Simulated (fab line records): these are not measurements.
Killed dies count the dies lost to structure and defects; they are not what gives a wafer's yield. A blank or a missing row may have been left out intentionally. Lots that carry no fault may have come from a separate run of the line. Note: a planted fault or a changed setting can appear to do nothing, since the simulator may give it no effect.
Which of the tools did it? + flow gf180mcu + 42 wafers from 14 lots sampled at 5 of the route's 602 steps

WHAT THE GAUGES SHOWED, per wafer
GF_STI_THK_MEAS_04. Usual: STI_CVD_03_THK gives 207.0 nm (standard deviation 2.7).
| lot  | measured    | on            | STI_CVD_03_THK (nm) | flag |
|------|-------------|---------------|---------------------|------|
| L122 | day 1 13:34 | film_metro-03 | 207.5 209.1 210.0   |      |
| L123 | day 1 18:56 | film_metro-02 | 210.4 212.8 209.6   |      |
| L124 | day 2 02:07 | film_metro-04 | 206.0 205.0 204.0   |      |
| L125 | day 2 04:35 | film_metro-02 | 210.4 210.5 210.2   |      |
| L126 | day 2 09:34 | film_metro-03 | 208.4 210.0 210.7   |      |
| L128 | day 2 23:00 | film_metro-04 | 208.6 208.1 207.6   |      |
| L129 | day 3 04:23 | film_metro-02 | 202.4 204.3 203.2   |      |
| L130 | day 3 06:07 | film_metro-02 | 207.9 207.6 209.8   |      |
| L131 | day 3 13:02 | film_metro-02 | 203.0 205.1 202.6   |      |
| L132 | day 3 17:13 | film_metro-02 | 205.2 205.6 204.8   |      |
| L133 | day 3 21:56 | film_metro-04 | 207.5 206.1 207.7   |      |
| L134 | day 4 01:57 | film_metro-03 | 203.3 202.8 202.9   |      |
| L139 | day 5 02:34 | film_metro-02 | 207.9 207.7 205.1   |      |
| L140 | day 5 07:34 | film_metro-03 | 209.5 211.4 209.6   |      |

GF_LVPWELL_TW_MEAS_11. Usual: LVPWELL_TW gives 556 (standard deviation 5.4).
| lot  | measured    | on            | LVPWELL_TW  | flag |
|------|-------------|---------------|-------------|------|
| L122 | day 3 18:46 | film_metro-01 | 560 562 558 |      |
| L123 | day 4 07:49 | film_metro-02 | 555 555 552 |      |
| L124 | day 4 14:59 | film_metro-01 | 563 558 562 |      |
| L125 | day 4 15:46 | film_metro-02 | 551 554 553 |      |
| L126 | day 4 19:33 | film_metro-03 | 548 551 552 |      |
| L128 | day 5 09:52 | film_metro-01 | 562 564 562 |      |
| L129 | day 5 16:33 | film_metro-03 | 554 550 553 |      |
| L130 | day 5 18:53 | film_metro-02 | 557 553 556 |      |
| L131 | day 6 05:38 | film_metro-01 | 563 564 565 |      |
| L132 | day 6 06:54 | film_metro-02 | 555 556 555 |      |
| L133 | day 6 12:57 | film_metro-02 | 558 556 556 |      |
| L134 | day 6 18:42 | film_metro-03 | 547 549 546 |      |
| L139 | day 7 19:38 | film_metro-01 | 30 30 30    | OFF  |
| L140 | day 8 01:59 | film_metro-03 | 30 30 29    | OFF  |

GF_POLY_GATE_CD_MEAS_10: target cd 280 nm. Usual: 279.6 nm for cd_nm, sd 1.2.
| lot  | measured     | on        | cd_nm (nm)        | flag |
|------|--------------|-----------|-------------------|------|
| L122 | day 9 04:35  | cd_sem-02 | 279.6 279.4 278.6 |      |
| L123 | day 10 01:13 | cd_sem-01 | 277.2 277.5 278.5 |      |
| L124 | day 10 09:15 | cd_sem-01 | 279.3 279.1 279.3 |      |
| L125 | day 10 08:55 | cd_sem-01 | 278.7 278.1 278.1 |      |
| L126 | day 10 12:22 | cd_sem-01 | 281.4 280.1 280.7 |      |
| L128 | day 11 02:40 | cd_sem-02 | 279.5 279.3 280.1 |      |
| L129 | day 11 14:46 | cd_sem-02 | 281.5 280.7 281.1 |      |
| L130 | day 11 17:32 | cd_sem-01 | 280.0 279.9 280.8 |      |
| L131 | day 12 06:04 | cd_sem-02 | 278.6 281.3 280.2 |      |
| L132 | day 12 06:07 | cd_sem-01 | 279.7 280.4 280.2 |      |
| L133 | day 12 14:43 | cd_sem-02 | 280.2 280.1 279.9 |      |
| L134 | day 12 20:10 | cd_sem-02 | 279.1 279.2 279.5 |      |
| L139 | day 14 03:02 | cd_sem-01 | 279.2 279.4 279.6 |      |
| L140 | day 14 16:43 | cd_sem-01 | 280.5 281.3 280.0 |      |

EACH LOT AND THE TOOL THAT RAN IT (in order: tool; ch and the chambers of the sampled wafers; start)
| lot  | GF_NWELL_STRIP_10                   | GF_LVPWELL_STRIP_10                 |
|------|-------------------------------------|-------------------------------------|
| L122 | plasma_asher-02 ch 0,1, day 3 05:41 | plasma_asher-01 ch 0,1, day 3 18:39 |
| L123 | plasma_asher-01 ch 0,1, day 3 17:26 | plasma_asher-04 ch 0,1, day 4 07:42 |
| L124 | plasma_asher-02 ch 0,1, day 4 01:31 | plasma_asher-01 ch 0,1, day 4 14:53 |
| L125 | plasma_asher-01 ch 0,1, day 4 01:52 | plasma_asher-04 ch 0,1, day 4 15:40 |
| L126 | plasma_asher-02 ch 0,1, day 4 05:14 | plasma_asher-02 ch 0,1, day 4 19:27 |
| L128 | plasma_asher-01 ch 0,1, day 4 19:06 | plasma_asher-01 ch 1, day 5 09:46   |
| L129 | plasma_asher-03 ch 0,1, day 5 02:08 | plasma_asher-01 ch 0,1, day 5 16:27 |
| L130 | plasma_asher-03 ch 0,1, day 5 04:03 | plasma_asher-01 ch 0,1, day 5 18:47 |
| L131 | plasma_asher-03 ch 0,1, day 5 14:44 | plasma_asher-04 ch 0,1, day 6 05:32 |
| L132 | plasma_asher-01 ch 0,1, day 5 15:45 | plasma_asher-04 ch 0,1, day 6 06:48 |
| L133 | plasma_asher-03 ch 0,1, day 5 21:39 | plasma_asher-02 ch 0,1, day 6 12:51 |
| L134 | plasma_asher-01 ch 0,1, day 6 02:50 | plasma_asher-02 ch 0,1, day 6 18:36 |
| L139 | plasma_asher-02 ch 0,1, day 7 02:32 | plasma_asher-02 ch 0,1, day 7 19:32 |
| L140 | plasma_asher-02 ch 0,1, day 7 09:56 | plasma_asher-02 ch 0,1, day 8 01:53 |
- GF_NWELL_STRIP_10: strips in O2/N2.
- GF_LVPWELL_STRIP_10: strips in O2/N2.

WHAT THE TOOLS THEMSELVES READ (means of the sampled wafers that have a number; where no wafer has one, the mark that the record gives instead)
GF_NWELL_STRIP_10. Usual: chamber_pressure_mTorr 1500.0 mTorr, standard deviation 1.2; drypump_motor_current_A 6.0 A, standard deviation 0.35; heater_power_w 312 W, standard deviation 19; o2_flow_sccm 2999 sccm, standard deviation 8.7; oes_product_au 0.723 a.u., standard deviation 0.0048; strip_time_to_endpoint_s 36.92 s, standard deviation 0.084.
| lot  | tool            | chamber_pressure_mTorr (mTorr) | drypump_motor_current_A (A) | heater_power_w (W) | o2_flow_sccm (sccm) | oes_product_au (a.u.) | strip_time_to_endpoint_s (s) | flag |
|------|-----------------|--------------------------------|-----------------------------|--------------------|---------------------|-----------------------|------------------------------|------|
| L122 | plasma_asher-02 | 1500.2                         | 6.1                         | 305                | 3001                | 0.725                 | 36.90                        |      |
| L123 | plasma_asher-01 | 1501.3                         | 5.7                         | 301                | 3003                | 0.723                 | 36.95                        |      |
| L124 | plasma_asher-02 | 1499.8                         | 6.2                         | 298                | 3002                | 0.721                 | 36.84                        |      |
| L125 | plasma_asher-01 | 1498.7                         | 5.7                         | 300                | 2990                | 0.726                 | 36.88                        |      |
| L126 | plasma_asher-02 | 1499.0                         | 6.1                         | 306                | 2996                | 0.725                 | 36.97                        |      |
| L128 | plasma_asher-01 | 1500.6                         | 5.9                         | 303                | 3001                | 0.720                 | 36.99                        |      |
| L129 | plasma_asher-03 | 1499.1                         | 6.2                         | 311                | 3002                | 0.718                 | 36.94                        |      |
| L130 | plasma_asher-03 | 1499.0                         | 5.9                         | 331                | 2998                | 0.725                 | 36.91                        |      |
| L131 | plasma_asher-03 | 1500.4                         | 6.2                         | 309                | 2988                | 0.724                 | 36.87                        |      |
| L132 | plasma_asher-01 | 1501.4                         | 5.9                         | 304                | 3006                | 0.719                 | 36.97                        |      |
| L133 | plasma_asher-03 | 1500.0                         | 6.2                         | 308                | 3002                | 0.722                 | 36.95                        |      |
| L134 | plasma_asher-01 | 1500.4                         | 5.8                         | 301                | 2994                | 0.722                 | 36.90                        |      |
| L139 | plasma_asher-02 | -                              | -                           | -                  | -                   | -                     | -                            | OFF  |
| L140 | plasma_asher-02 | -                              | -                           | -                  | -                   | -                     | -                            | OFF  |

GF_LVPWELL_STRIP_10. Usual: chamber_pressure_mTorr 1499.8 mTorr, standard deviation 1.4; drypump_motor_current_A 5.8 A, standard deviation 0.37; heater_power_w 330 W, standard deviation 44; o2_flow_sccm 3001 sccm, standard deviation 8.7; oes_product_au 0.722 a.u., standard deviation 0.0048; strip_time_to_endpoint_s 36.98 s, standard deviation 0.11.
| lot  | tool            | chamber_pressure_mTorr (mTorr) | drypump_motor_current_A (A) | heater_power_w (W) | o2_flow_sccm (sccm) | oes_product_au (a.u.) | strip_time_to_endpoint_s (s) | flag |
|------|-----------------|--------------------------------|-----------------------------|--------------------|---------------------|-----------------------|------------------------------|------|
| L122 | plasma_asher-01 | 1500.3                         | 5.8                         | 304                | 3006                | 0.720                 | 37.07                        |      |
| L123 | plasma_asher-04 | 1500.3                         | 5.3                         | 388                | 2999                | 0.725                 | 37.02                        |      |
| L124 | plasma_asher-01 | 1498.7                         | 5.7                         | 305                | 2990                | 0.723                 | 37.08                        |      |
| L125 | plasma_asher-04 | 1499.8                         | 5.2                         | 352                | 3004                | 0.724                 | 37.05                        |      |
| L126 | plasma_asher-02 | 1500.3                         | 6.1                         | 304                | 2997                | 0.726                 | 37.01                        |      |
| L128 | plasma_asher-01 | 1500.0                         | 5.6                         | 306                | 2998                | 0.722                 | 37.00                        |      |
| L129 | plasma_asher-01 | 1500.0                         | 5.9                         | 300                | 3002                | 0.725                 | 36.92                        |      |
| L130 | plasma_asher-01 | 1499.7                         | 5.7                         | 299                | 2999                | 0.723                 | 37.14                        |      |
| L131 | plasma_asher-04 | 1498.4                         | 5.3                         | 391                | 2987                | 0.726                 | 37.18                        |      |
| L132 | plasma_asher-04 | 1499.9                         | 5.3                         | 398                | 3001                | 0.721                 | 36.84                        |      |
| L133 | plasma_asher-02 | 1499.7                         | 6.1                         | 322                | 3001                | 0.722                 | 37.05                        |      |
| L134 | plasma_asher-02 | 1500.7                         | 6.1                         | 318                | 2989                | 0.720                 | 36.98                        |      |
| L139 | plasma_asher-02 | 1500.4                         | 6.2                         | 321                | 3000                | 0.738                 | 80.96                        | OFF  |
| L140 | plasma_asher-02 | 1499.9                         | 6.1                         | 322                | 3007                | 0.739                 | 81.34                        | OFF  |

THE ANSWER, worked out from the rows above alone
Rule: take the mean of a lot's wafers that have a number; if it is more than 3 standard deviations from the usual mean, the lot is off. A lot without any number at a reading at which 4 lots or more have one is off too. All remaining lots with rows at the step are treated as sound. After the gauges, taken in route order, come the tools' own readings; for these a lot's mean is taken, as printed above. The first step at which some lot is off is used, and at that step the reading that is off furthest; a lot without a number counts as furthest.
Off: L139, L140, seen at GF_LVPWELL_TW_MEAS_11 (LVPWELL_TW).
If a tool, at a process step before that reading, ran all the lots that are off and no sound lot after the first of them, it fits. Not tried: the gauges at GF_LVPWELL_TW_MEAS_11; whatever is off there is also off at GF_NWELL_STRIP_10, on other tools, and gauge error can't account for it. One candidate fits, namely plasma_asher-02 at GF_NWELL_STRIP_10 and GF_LVPWELL_STRIP_10. At GF_NWELL_STRIP_10 its last sound lot is L126 (day 4 05:14), its first lot that is off L139 (day 7 02:32): a fault that began between those two fits.
Blank at GF_NWELL_STRIP_10 on the lots that are off, where sound lots have numbers: chamber_pressure_mTorr, drypump_motor_current_A, heater_power_w, o2_flow_sccm, oes_product_au, strip_time_to_endpoint_s.

WHAT THE SIMULATOR HAD INSERTED
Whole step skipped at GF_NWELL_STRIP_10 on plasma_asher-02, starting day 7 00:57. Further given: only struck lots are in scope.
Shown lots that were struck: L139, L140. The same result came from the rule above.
